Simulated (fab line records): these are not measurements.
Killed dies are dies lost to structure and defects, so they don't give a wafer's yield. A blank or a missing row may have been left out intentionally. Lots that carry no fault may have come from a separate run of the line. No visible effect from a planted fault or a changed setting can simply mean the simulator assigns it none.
fab line records	flow gf180mcu
record: lots: 14	wafers: 42	lastDay: 34
route steps=602 shown LVPWELL@61 HV_LDD@222 SALICIDE@281
lots that met no fault: from a run of the same line without faults
startH: start of the lot's first displayed wafer, in hours after the record's first day	waitH: hours from the lot's prior step to this one	" identical to the entry in the row above	L1.1+2: a single row standing in for several wafers	- no value, or no start was given	* or withheld: withheld	< > ~ a bound
route shown NAME@n: names a module that has steps shown in the file, with the first one's number in the route	usual: mean/standard deviation of fault-free wafers	same: alike in all rows	chamber/n: place in a boat	sites: readings site by site	_std_site: the values' standard deviation	_edge_site: outer sites' mean less inner sites'	radiusMm: how far each site lies from the wafer's centre	mask NAME#n: copy n	behind: tool/chamber where the wafer was last shaped	hold: the reason the lot was held/the length of the hold in hours/how it ended	device: whichever transistor did not switch (one of n, p or np)	end of line: the tests these same wafers got at the end of their route	a step given without rows: its recipe and nothing more	killed: count of dies lost to structure and defects at first sort (not the wafer's yield)	map: dies across one wafer; x = killed, . = not, _ = none there
set.NAME: the setting that was run; set.NAME@STEP: the one run at that earlier step	model.NAME: the simulator's own value behind a step, which no gauge read
the route's steps for a sample of lots (tables are steps, rows are wafers)
services: from which hour (startH, from the record's first day; less than 0 if before it) a tool's chamber was out of use, for how many hours, and why
== steps ==
step: GF_LVPWELL_OVL_MEAS_07
usual: LVPWELL_OVL: -0.2/1.2
lot.wafer	tool	chamber	startH	waitH	LVPWELL_OVL[nm]
L244.1	overlay-01	-	69.82	-	-1.5
L244.4	"	-	"	"	-1.1
L244.6	"	-	"	"	-0.7
L245.3	overlay-01	-	76.18	-	1.3
L245.5	"	-	"	"	1.5
L245.6	"	-	"	"	-0.7
L246.1	overlay-02	-	81.37	-	0.5
L246.2	"	-	"	"	-1.2
L246.3	"	-	"	"	0.4
L247.1	overlay-02	-	84.57	-	1.3
L247.2	"	-	"	"	1.3
L247.3	"	-	"	"	2.7
L248.1	overlay-02	-	92.01	-	-0.2
L248.3	"	-	"	"	-0.7
L248.5	"	-	"	"	-0.1
L249.1	overlay-02	-	100.07	-	-1.4
L249.5	"	-	"	"	0.9
L249.6	"	-	"	"	-2.3
L250.3	overlay-01	-	101.53	-	0.7
L250.4	"	-	"	"	0.4
L250.6	"	-	"	"	-0.2
L251.1	overlay-01	-	107.37	-	-0.4
L251.4	"	-	"	"	-1.0
L251.6	"	-	"	"	-0.3
L252.1	overlay-01	-	116.97	-	-0.5
L252.2	"	-	"	"	0.2
L252.4	"	-	"	"	1.9
L258.1	overlay-01	-	147.12	-	-1.3
L258.3	"	-	"	"	1.5
L258.5	"	-	"	"	1.5
L259.1	overlay-02	-	154.16	-	-1.5
L259.2	"	-	"	"	-0.1
L259.6	"	-	"	"	-0.2
L260.2	overlay-02	-	158.97	-	1.1
L260.3	"	-	"	"	-0.3
L260.4	"	-	"	"	0.3
L262.1	overlay-02	-	168.91	-	1.1
L262.5	"	-	"	"	0.2
L262.6	"	-	"	"	-2.1
L265.1	overlay-01	-	187.27	-	0.2
L265.4	"	-	"	"	0.1
L265.6	"	-	"	"	0.2
step: GF_HV_LDD_CD_MEAS_46
recipe: targetCdNm: 400
usual: cdNm: 399.7/2.2
lot.wafer	tool	chamber	startH	waitH	cdNm
L244.1	cdSem-01	-	273.41	0.1	400.8
L244.4	"	-	"	"	399.5
L244.6	"	-	"	"	400.2
L245.3	cdSem-02	-	282.45	0.1	398.4
L245.5	"	-	"	"	396.6
L245.6	"	-	"	"	395.4
L246.1	cdSem-01	-	289.26	0.1	397.1
L246.2	"	-	"	"	395.7
L246.3	"	-	"	"	397.2
L247.1	cdSem-01	-	292.91	0.1	399.3
L247.2	"	-	"	"	398.5
L247.3	"	-	"	"	398.9
L248.1	cdSem-02	-	305.71	0.1	402.2
L248.3	"	-	"	"	400.6
L248.5	"	-	"	"	402.0
L249.1	cdSem-02	-	315.66	0.1	397.6
L249.5	"	-	"	"	396.3
L249.6	"	-	"	"	399.2
L250.3	cdSem-02	-	317.95	0.1	396.3
L250.4	"	-	"	"	397.7
L250.6	"	-	"	"	396.9
L251.1	cdSem-02	-	325.96	0.1	403.1
L251.4	"	-	"	"	404.5
L251.6	"	-	"	"	402.6
L252.1	cdSem-02	-	343.46	0.1	397.2
L252.2	"	-	"	"	395.4
L252.4	"	-	"	"	397.3
L258.1	cdSem-02	-	385.51	0.1	399.6
L258.3	"	-	"	"	399.8
L258.5	"	-	"	"	399.5
L259.1	cdSem-02	-	390.16	0.1	402.1
L259.2	"	-	"	"	402.6
L259.6	"	-	"	"	402.4
L260.2	cdSem-02	-	399.65	0.2	400.3
L260.3	"	-	"	"	398.2
L260.4	"	-	"	"	397.8
L262.1	cdSem-01	-	416.36	0.1	401.8
L262.5	"	-	"	"	399.6
L262.6	"	-	"	"	400.6
L265.1	cdSem-02	-	441.98	0.2	400.7
L265.4	"	-	"	"	399.7
L265.6	"	-	"	"	398.5
step: GF_HV_LDD_RTA_52
recipe: tempC: 1000	timeS: 10	ambient: N2
usual: lampPowerPct: 34.7/2.7	wafer_temp_C_max: 1003.8/0.85
lot.wafer	tool	chamber	startH	waitH	lampPowerPct	wafer_temp_C_max
L244.1	rtpAnneal-01	0	273.93	0.0	36.6	1004.3
L244.4	"	0	"	"	36.6	1004.8
L244.6	"	0	"	"	36.6	1003.4
L245.3	rtpAnneal-01	0	282.95	0.0	36.7	1004.3
L245.5	"	0	"	"	36.7	1003.9
L245.6	"	0	"	"	36.6	1003.0
L246.1	rtpAnneal-01	0	289.78	0.0	36.7	1003.7
L246.2	"	0	"	"	36.7	1004.2
L246.3	"	0	"	"	36.7	1004.9
L247.1	rtpAnneal-02	0	293.43	0.0	30.9	1004.1
L247.2	"	0	"	"	30.9	1003.6
L247.3	"	0	"	"	30.9	1003.6
L248.1	rtpAnneal-01	0	306.23	0.0	36.7	1003.1
L248.3	"	0	"	"	36.6	1003.3
L248.5	"	0	"	"	36.7	1003.2
L249.1	rtpAnneal-01	0	316.18	0.0	36.6	1004.2
L249.5	"	0	"	"	36.6	1003.9
L249.6	"	0	"	"	36.7	1003.9
L250.3	rtpAnneal-01	0	318.45	0.0	36.6	1003.2
L250.4	"	0	"	"	36.6	1003.3
L250.6	"	0	"	"	36.6	1003.3
L251.1	rtpAnneal-02	0	326.48	0.0	30.9	1003.8
L251.4	"	0	"	"	30.9	1003.3
L251.6	"	0	"	"	30.9	1005.7
L252.1	rtpAnneal-01	0	344.03	0.0	36.6	1003.7
L252.2	"	0	"	"	36.6	1004.4
L252.4	"	0	"	"	36.6	1003.3
L258.1	rtpAnneal-01	0	386.02	0.0	29.7	922.2
L258.3	"	0	"	"	29.7	922.6
L258.5	"	0	"	"	29.8	922.8
L259.1	rtpAnneal-01	0	390.67	0.0	29.8	922.3
L259.2	"	0	"	"	29.7	922.1
L259.6	"	0	"	"	29.7	922.8
L260.2	rtpAnneal-02	0	400.16	0.0	30.8	1003.7
L260.3	"	0	"	"	30.9	1003.7
L260.4	"	0	"	"	30.9	1003.2
L262.1	rtpAnneal-02	0	416.88	0.0	30.9	1003.5
L262.5	"	0	"	"	30.8	1005.9
L262.6	"	0	"	"	30.9	1004.2
L265.1	rtpAnneal-02	0	442.55	0.0	30.9	1005.3
L265.4	"	0	"	"	30.9	1004.1
L265.6	"	0	"	"	30.9	1004.2
step: GF_HV_LDD_RS_MEAS_53
recipe: thkMeasGauge: four-point-probe
usual: HV_LDD_RS: 417.8/1.1
lot.wafer	tool	chamber	startH	waitH	HV_LDD_RS[ohm/sq]
L244.1	filmMetro-04	-	274.00	0.1	416.9
L244.4	"	-	"	"	415.9
L244.6	"	-	"	"	416.4
L245.3	filmMetro-02	-	283.03	0.1	418.1
L245.5	"	-	"	"	417.7
L245.6	"	-	"	"	417.1
L246.1	filmMetro-01	-	289.84	0.1	418.7
L246.2	"	-	"	"	419.0
L246.3	"	-	"	"	419.1
L247.1	filmMetro-02	-	293.50	0.1	417.8
L247.2	"	-	"	"	417.3
L247.3	"	-	"	"	417.0
L248.1	filmMetro-04	-	306.30	0.1	417.9
L248.3	"	-	"	"	417.8
L248.5	"	-	"	"	419.9
L249.1	filmMetro-04	-	316.24	0.1	418.8
L249.5	"	-	"	"	417.0
L249.6	"	-	"	"	418.5
L250.3	filmMetro-04	-	318.54	0.1	417.8
L250.4	"	-	"	"	417.7
L250.6	"	-	"	"	417.2
L251.1	filmMetro-01	-	326.55	0.1	418.9
L251.4	"	-	"	"	419.5
L251.6	"	-	"	"	419.4
L252.1	filmMetro-02	-	344.09	0.1	418.4
L252.2	"	-	"	"	418.4
L252.4	"	-	"	"	419.1
L258.1	filmMetro-01	-	386.09	0.1	415.4
L258.3	"	-	"	"	417.0
L258.5	"	-	"	"	415.5
L259.1	filmMetro-04	-	390.74	0.1	413.4
L259.2	"	-	"	"	414.0
L259.6	"	-	"	"	414.4
L260.2	filmMetro-04	-	400.24	0.1	418.7
L260.3	"	-	"	"	417.6
L260.4	"	-	"	"	418.4
L262.1	filmMetro-04	-	416.94	0.1	417.5
L262.5	"	-	"	"	417.7
L262.6	"	-	"	"	417.6
L265.1	filmMetro-01	-	442.61	0.1	416.7
L265.4	"	-	"	"	418.0
L265.6	"	-	"	"	419.5
step: GF_SALICIDE_SPUTTER_03
recipe: material: TiN	targetThkNm: 20	powerW: 6500	timeS: 16.7	chamberPressurePa: 0.4
usual: throttleValvePct: 29.9/0.81
lot.wafer	tool	chamber	startH	waitH	throttleValvePct
L244.1	pvdSputter-01	-	338.96	0.0	30.1
L244.4	"	-	"	"	30.6
L244.6	"	-	"	"	30.1
L245.3	pvdSputter-02	-	348.88	0.0	29.3
L245.5	"	-	"	"	30.8
L245.6	"	-	"	"	30.4
L246.1	pvdSputter-02	-	357.03	0.0	30.8
L246.2	"	-	"	"	29.2
L246.3	"	-	"	"	30.0
L247.1	pvdSputter-02	-	365.22	0.0	29.9
L247.2	"	-	"	"	30.7
L247.3	"	-	"	"	29.1
L248.1	pvdSputter-01	-	375.40	0.0	28.6
L248.3	"	-	"	"	30.1
L248.5	"	-	"	"	30.3
L249.1	pvdSputter-04	-	384.77	0.0	28.5
L249.5	"	-	"	"	30.9
L249.6	"	-	"	"	30.9
L250.3	pvdSputter-01	-	387.65	0.0	30.5
L250.4	"	-	"	"	30.2
L250.6	"	-	"	"	30.3
L251.1	pvdSputter-04	-	396.86	0.0	30.7
L251.4	"	-	"	"	29.7
L251.6	"	-	"	"	29.9
L252.1	pvdSputter-01	-	416.71	0.0	30.8
L252.2	"	-	"	"	28.1
L252.4	"	-	"	"	29.8
L258.1	pvdSputter-04	-	462.23	0.0	28.4
L258.3	"	-	"	"	30.8
L258.5	"	-	"	"	30.7
L259.1	pvdSputter-01	-	467.63	0.0	30.5
L259.2	"	-	"	"	28.2
L259.6	"	-	"	"	30.0
L260.2	pvdSputter-04	-	476.28	0.0	30.4
L260.3	"	-	"	"	30.5
L260.4	"	-	"	"	29.8
L262.1	pvdSputter-02	-	493.24	0.0	30.8
L262.5	"	-	"	"	29.4
L262.6	"	-	"	"	30.0
L265.1	pvdSputter-02	-	519.24	0.0	28.8
L265.4	"	-	"	"	30.1
L265.6	"	-	"	"	29.3
== services ==
tool	chamber	startH	hours	kind
pvdSputter-04	0	330.45	-	consumableReplace:kit
pvdSputter-04	0	330.45	18.0	scheduledDown
pvdSputter-04	0	330.45	18.0	ventCycle
pvdSputter-01	-	351.33	3.6	repair
pvdSputter-02	0	382.76	-	consumableReplace:kit
pvdSputter-02	0	382.76	18.0	scheduledDown
pvdSputter-02	0	382.76	18.0	ventCycle
rtpAnneal-02	-	407.21	4.0	pm
pvdSputter-01	3	422.38	-	consumableReplace:kit
pvdSputter-01	3	422.38	18.0	scheduledDown
pvdSputter-01	3	422.38	18.0	ventCycle
pvdSputter-04	-	440.78	1.9	repair
pvdSputter-02	-	511.06	2.5	repair
== key ==
firstSign: step: GF_HV_LDD_RTA_52	reading: wafer_temp_C_max	direction: down	sigmas: 96	usual: *	struck: *
effect: step: GF_HV_LDD_RTA_52	reading: lampPowerPct	direction: down	sigmas: 1.8	usual: 34.7	struck: 29.7
effect: step: GF_HV_LDD_RS_MEAS_53	reading: HV_LDD_RS	direction: down	sigmas: 2.6	usual: 417.8	struck: 415.0
metAt GF_HV_LDD_RTA_52
struckLots L258,L259
testerLeftOut L258,L259
notActingAt GF_LVPWELL_OVL_MEAS_07,GF_HV_LDD_CD_MEAS_46,GF_SALICIDE_SPUTTER_03
onsetBetween 344.03 386.02
fault: kind: processParameterDrift	tool: rtpAnneal-01	chamber: -	onsetH: 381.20	steps: GF_HV_LDD_RTA_52	channel: tempC	offset: *	shape: step	endH: 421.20	actsIn: *	stated: *
testerLeftOut: of these lots the tester's yield and bins aren't shown, on N5 and GAA mostly nor the transistor test; their killed dies are dies lost to structure and defects alone, not to doping, threshold or leakage, so they don't give the yield
